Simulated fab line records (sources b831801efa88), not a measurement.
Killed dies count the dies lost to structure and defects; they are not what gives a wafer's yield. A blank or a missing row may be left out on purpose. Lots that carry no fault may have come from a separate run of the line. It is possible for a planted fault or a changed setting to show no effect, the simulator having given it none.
8D (eight disciplines) problem report, filled in by code / flow gf180mcu / the parts of the form that need people (team, actions taken, sign-off) are left out

## 1. THE ISSUE
Across 3 wafers from 3 lots, DNWELL_TW at GF_DNWELL_TW_MEAS_09 averages 1466, while fault-free wafers read 1344 with a standard deviation of 7.7. That puts it +16 standard deviations away from the usual mean.
Earliest sighting: wafer L914.1 on film_metro-01 at day 5 17:14. The record holds 37 wafers of 13 lots with a number at this step. Rule for "out", or "out of limits": more than 4 standard deviations from the usual mean. All remaining wafers that have a number are taken as sound.

## 2. WHAT THIS IS AND IS NOT
question=which readings at this step | is=DNWELL_TW | is not=-
question=which lots | is=L914, L917, L918 | is not=L903, L904, L905, L906, L907, L910, L911, L912, L913, L915
question=which wafers of those lots | is=L914.1, L917.6, L918.1 | is not=L914.2, L914.5, L917.3, L918.5
question=read on which gauges | is=film_metro-01, film_metro-02 | is not=film_metro-03
question=when | is=from day 5 17:14 | is not=up to then (29 sound wafers); but 5 sound wafers of L915, L917, L918 came after

## 3. SUSPECTS, AND WHAT RULES EACH OUT
Counting: any tool at a process step up to the reading remains a suspect provided it ran every lot that is out. Sound lots after the first of them don't rule it out here, since some wafers of a struck lot are sound.
- ruled out: the gauge at GF_DNWELL_TW_MEAS_09. 2 gauges (film_metro-01, film_metro-02) read the wafers that are out.
- implanter-03 at GF_DNWELL_IMPLANT_07: kept. It processed each lot that is out (first: L914, day 5 16:59); up to then, its last sound lot is L912 (day 5 06:38). On those wafers its own readings are out: beam_on_s, faraday_current_uA.
After counting, what remains is implanter-03 at GF_DNWELL_IMPLANT_07.

## 4. THE CAUSE (what the simulator had put in)
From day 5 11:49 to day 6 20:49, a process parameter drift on implanter-03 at GF_DNWELL_IMPLANT_07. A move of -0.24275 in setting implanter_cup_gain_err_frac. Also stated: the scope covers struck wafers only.
The count eliminated every tool but this one.

## 5. THE CHAIN OF EFFECTS, in route order
Each row: a reading where the mean over the struck wafers with a number is more than 3 standard deviations away from the usual. Scope: only readings with a usual standard deviation given in the record; hours: median across lots of the time from each lot's start at the first step in this table that gives one to its start at this step; sigmas: change in usual standard deviations.
hours=0; step=GF_DNWELL_IMPLANT_07; reading=beam_on_s; usual=10.01 s; on struck wafers=13.24; change=+3.23; sigmas=+15
hours=0; step=GF_DNWELL_IMPLANT_07; reading=faraday_current_uA; usual=56.3; on struck wafers=42.6; change=-13.7; sigmas=-11
hours=0; step=GF_DNWELL_TW_MEAS_09; reading=DNWELL_TW; usual=1344; on struck wafers=1466; change=+122; sigmas=+16
The process steps in it:
- GF_DNWELL_IMPLANT_07

## 6. HOW IT WOULD HAVE BEEN CAUGHT EARLIER
5 hours passed between the start of the fault at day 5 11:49 and the first reading out of limits at a measuring or inspecting step in this record, taken at day 5 17:14.
At GF_DNWELL_IMPLANT_07, the tool's own readings (beam_on_s, faraday_current_uA) were out on each struck wafer the step has a row for, so an alarm limit on them would have fired on the first such wafer.
Among the 3 lots that are out, L917, L918 began GF_DNWELL_IMPLANT_07 on implanter-03 after day 5 17:14. A hold on the tool at that time would have spared those 2.
